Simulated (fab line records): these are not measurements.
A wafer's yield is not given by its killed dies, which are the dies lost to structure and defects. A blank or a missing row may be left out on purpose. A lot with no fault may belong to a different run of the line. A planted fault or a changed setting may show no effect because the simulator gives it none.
Which tool was responsible? | flow gf180mcu | 12 lots with 36 wafers sampled at 5 steps, on a route of 602 steps

WHAT THE GAUGES READ, wafer by wafer
GF_M4_OVL_MEAS_15. Usual: M4_OVL typically reads 4 nm, with standard deviation 6.1.
lot  | measured     | on         | M4_OVL (nm) | flag
L327 | day 24 04:26 | overlay-02 | 6 11 12     |
L329 | day 24 21:15 | overlay-01 | 10 7 12     |
L328 | day 24 23:43 | overlay-02 | 16 12 11    |
L331 | day 25 18:35 | overlay-01 | 21 10 13    |
L332 | day 26 04:47 | overlay-01 | 4 -1 -3     |
L334 | day 26 12:50 | overlay-01 | 4 2 8       |
L333 | day 26 14:56 | overlay-01 | -4 7 3      |
L335 | day 27 00:05 | overlay-01 | 3 8 0       |
L338 | day 27 17:53 | overlay-01 | -3 6 -1     |
L342 | day 28 15:44 | overlay-02 | 9 4 10      |
L346 | day 29 21:08 | overlay-01 | 11 3 -3     |
L348 | day 30 13:59 | overlay-01 | -8 -3 2     |

GF_V4_RS_MEAS_24: uses a four-point probe to measure. Usual: V4_W_RS typically reads 0.333 ohm/sq, with standard deviation 0.004.
lot  | measured     | on            | V4_W_RS (ohm/sq)                    | flag
L327 | day 25 04:44 | film_metro-01 | 0.330 0.328 0.333                   |
L329 | day 25 20:31 | film_metro-01 | 0.339 0.329 0.334                   |
L328 | day 25 23:54 | film_metro-01 | 0.339 0.332 0.333                   |
L331 | day 26 18:06 | film_metro-01 | 0.340 0.332 0.339                   |
L332 | day 27 04:07 | film_metro-04 | 0.335 0.329 0.337                   |
L334 | day 27 11:28 | film_metro-01 | 0.329 0.335 0.329                   |
L333 | day 27 13:58 | film_metro-03 | 0.332 0.337 0.330                   |
L335 | day 27 22:29 | film_metro-01 | 0.338 0.333 0.337                   |
L338 | day 28 15:23 | film_metro-01 | 0.341 0.339 0.344                   |
L342 | day 29 13:07 | film_metro-01 | 0.344 0.346 0.339 0.345 0.345 0.339 |
L346 | day 30 18:13 | film_metro-01 | 0.332 0.336 0.332                   |
L348 | day 31 10:09 | film_metro-01 | 0.332 0.336 0.330                   |

EACH LOT AND THE TOOL THAT RAN IT (in order: tool; ch and the chambers of the sampled wafers; start)
lot  | GF_V4_CVD_02                    | GF_V4_SPUTTER_22             | GF_V4_CVD_23
L327 | pecvd-03 ch 1,2, day 24 05:15   | pvd_sputter-03, day 25 04:34 | cvd_w-02 ch 0,1, day 25 04:37
L329 | pecvd-04 ch 0,2, day 24 22:04   | pvd_sputter-04, day 25 20:22 | cvd_w-02 ch 0,1, day 25 20:25
L328 | pecvd-01 ch 0,1,2, day 25 00:31 | pvd_sputter-02, day 25 23:45 | cvd_w-02 ch 0,1, day 25 23:47
L331 | pecvd-04 ch 1,2, day 25 19:26   | pvd_sputter-04, day 26 17:56 | cvd_w-02 ch 0,1, day 26 17:58
L332 | pecvd-04 ch 0,2, day 26 05:36   | pvd_sputter-02, day 27 03:58 | cvd_w-02 ch 0,1, day 27 03:59
L334 | pecvd-01 ch 0,1, day 26 13:39   | pvd_sputter-02, day 27 11:19 | cvd_w-02 ch 0,1, day 27 11:22
L333 | pecvd-01 ch 1,2, day 26 15:47   | pvd_sputter-02, day 27 13:47 | cvd_w-02 ch 0,1, day 27 13:49
L335 | pecvd-03 ch 0,1, day 27 00:56   | pvd_sputter-04, day 27 22:20 | cvd_w-02 ch 0,1, day 27 22:23
L338 | pecvd-01 ch 0,1,2, day 27 18:43 | pvd_sputter-04, day 28 15:14 | cvd_w-02 ch 0,1, day 28 15:17
L342 | pecvd-01 ch 0,1, day 28 16:37   | pvd_sputter-03, day 29 12:57 | cvd_w-02 ch 0,1, day 29 12:59
L346 | pecvd-01 ch 0,1,2, day 29 21:56 | pvd_sputter-04, day 30 18:01 | cvd_w-01 ch 0,1, day 30 18:06
L348 | pecvd-03 ch 0,1,2, day 30 14:50 | pvd_sputter-04, day 31 10:00 | cvd_w-01 ch 0,1, day 31 10:02
- GF_V4_CVD_02: deposits SiO2 from TEOS, target thk 850 nm, time 94.851 s.
- GF_V4_SPUTTER_22: material TiN, target thk 10 nm, time 40 s.
- GF_V4_CVD_23: deposits W, target thk 350 nm, time 104.9 s.

AS READ BY THE TOOLS THEMSELVES (means over the sampled wafers that have a number; for cases with no such wafer, the mark the record gives instead)
GF_V4_CVD_02. Usual: heater_power_outer_w 364 W, standard deviation 61; heater_power_w 642 W, standard deviation 95.
lot  | tool     | heater_power_outer_w (W) | heater_power_w (W) | flag
L327 | pecvd-03 | 320                      | 540                |
L329 | pecvd-04 | 386                      | 680                |
L328 | pecvd-01 | 358                      | 639                |
L331 | pecvd-04 | 417                      | 732                |
L332 | pecvd-04 | 411                      | 726                |
L334 | pecvd-01 | 349                      | 629                |
L333 | pecvd-01 | 370                      | 659                |
L335 | pecvd-03 | 393                      | 675                |
L338 | pecvd-01 | 376                      | 671                |
L342 | pecvd-01 | 330                      | 602                |
L346 | pecvd-01 | 393                      | 671                |
L348 | pecvd-03 | 355                      | 606                |

GF_V4_SPUTTER_22. Usual: throttle_valve_pct 29.7 %, standard deviation 0.96.
lot  | tool           | throttle_valve_pct (%) | flag
L327 | pvd_sputter-03 | 29.2                   |
L329 | pvd_sputter-04 | 30.9                   |
L328 | pvd_sputter-02 | 28.8                   |
L331 | pvd_sputter-04 | 29.7                   |
L332 | pvd_sputter-02 | 29.5                   |
L334 | pvd_sputter-02 | 28.6                   |
L333 | pvd_sputter-02 | 29.5                   |
L335 | pvd_sputter-04 | 30.9                   |
L338 | pvd_sputter-04 | 29.9                   |
L342 | pvd_sputter-03 | 29.2                   |
L346 | pvd_sputter-04 | 29.8                   |
L348 | pvd_sputter-04 | 30.2                   |

GF_V4_CVD_23. Usual: chamber_pressure_Torr 40.00 Torr, standard deviation 0.089; heater_power_outer_w 554 W, standard deviation 96; heater_power_w 933 W, standard deviation 150.
lot  | tool     | chamber_pressure_Torr (Torr) | heater_power_outer_w (W) | heater_power_w (W) | flag
L327 | cvd_w-02 | 40.00                        | 628                      | 1045               |
L329 | cvd_w-02 | 40.11                        | 628                      | 1045               |
L328 | cvd_w-02 | 40.00                        | 627                      | 1038               |
L331 | cvd_w-02 | 39.97                        | 603                      | 1008               |
L332 | cvd_w-02 | 40.06                        | 605                      | 1039               |
L334 | cvd_w-02 | 39.96                        | 626                      | 1051               |
L333 | cvd_w-02 | 40.04                        | 625                      | 1049               |
L335 | cvd_w-02 | 39.97                        | 608                      | 1038               |
L338 | cvd_w-02 | 38.17                        | 607                      | 1034               | OFF
L342 | cvd_w-02 | 38.10                        | 612                      | 1041               | OFF
L346 | cvd_w-01 | 39.95                        | 412                      | 716                |
L348 | cvd_w-01 | 39.94                        | 418                      | 719                |

THE ANSWER, worked out from the rows above alone
Rule: take the mean of a lot's wafers that have a number; if it is more than 3 standard deviations from the usual mean, the lot is off. A lot without any number at a reading at which 4 lots or more have one is off too. All remaining lots with rows at the step are treated as sound. First the gauges in route order, then the tools' own readings, where a lot's mean is used as printed above. The first step at which some lot is off is used, and at that step the reading that is off furthest; a lot without a number counts as furthest.
Off: L338, L342, at GF_V4_CVD_23 (chamber_pressure_Torr).
A tool fits if, at that step or a process step before it, it ran every lot that is off, and no sound lot after the first of them. One candidate fits, namely cvd_w-02 at GF_V4_CVD_23. A fault onset in the window from L335 (day 27 22:23, its last sound lot) to L338 (day 28 15:17, its first lot off) fits.
On the lots that are off, the tool's own readings at GF_V4_CVD_23 differ by more than 5 times the standard deviation of the sound lots' means, which bears it out; chamber_pressure_Torr reads 38.14 Torr there versus 40.00 Torr on the sound lots.

WHAT THE SIMULATOR HAD INSERTED
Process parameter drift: cvd_w-02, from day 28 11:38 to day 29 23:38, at GF_V4_CVD_23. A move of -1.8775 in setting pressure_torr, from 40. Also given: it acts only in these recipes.
Shown lots that were struck: L338, L342. This agrees with what the rule above found.
